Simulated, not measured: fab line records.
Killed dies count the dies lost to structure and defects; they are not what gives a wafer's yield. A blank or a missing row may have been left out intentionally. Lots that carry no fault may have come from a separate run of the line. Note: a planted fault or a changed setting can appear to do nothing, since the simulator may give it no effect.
The tool behind it: which one? | flow gf180mcu | 12 lots (36 wafers sampled), 1 step of a 602-step route

## WHAT EACH GAUGE READ, for each wafer
GF_STI_THK_MEAS_02. Usual: STI_OXIDATION_THK 10.00 nm, standard deviation 0.17.
lot  | measured    | on           | STI_OXIDATION_THK (nm) | flag
L598 | day 2 12:44 | filmMetro-02 | 9.91 9.76 9.78         | 
L599 | day 2 17:55 | filmMetro-02 | 10.01 10.15 10.06      | 
L601 | day 3 03:35 | filmMetro-01 | 10.22 10.05 10.10      | 
L602 | day 3 08:38 | filmMetro-01 | 9.97 9.91 9.94         | 
L603 | day 3 13:49 | filmMetro-03 | 10.13 10.11 10.10      | 
L604 | day 3 18:31 | filmMetro-01 | 9.95 9.82 9.85         | 
L605 | day 3 23:32 | filmMetro-02 | 9.99 9.95 10.24        | 
L612 | day 5 10:31 | filmMetro-03 | 9.84 9.92 9.98         | 
L613 | day 5 17:46 | filmMetro-02 | 9.60 9.60 9.50         | 
L614 | day 5 23:13 | filmMetro-03 | 10.01 10.06 10.05      | 
L615 | day 6 03:09 | filmMetro-02 | 10.05 10.25 10.08      | 
L616 | day 6 06:31 | filmMetro-02 | 10.02 9.87 10.06       | 

## EACH LOT AND THE TOOL THAT RAN IT (in order: tool; ch and the chambers of the sampled wafers; start)
Before these readings, the record contains no process step.

## WHAT THE TOOLS THEMSELVES READ (means of the sampled wafers that have a number; where no wafer has one, the mark that the record gives instead)
The record holds no such reading with a usual standard deviation.

## THE ANSWER, worked out from the rows above alone
Rule: take the mean of a lot's wafers that have a number; if it is more than 3 standard deviations from the usual mean, the lot is off. A lot without any number at a reading at which 4 lots or more have one is off too. Where the step has rows for the other lots, those lots are counted as sound. First the gauges in route order, then the tools' own readings, where a lot's mean is used as printed above. At the first step where some lot is off, the reading lying furthest off is the one used; lots without a number count as furthest.
No lot is off at any reading shown: from this, nothing can be told.

## WHAT THE SIMULATOR HAD PUT IN
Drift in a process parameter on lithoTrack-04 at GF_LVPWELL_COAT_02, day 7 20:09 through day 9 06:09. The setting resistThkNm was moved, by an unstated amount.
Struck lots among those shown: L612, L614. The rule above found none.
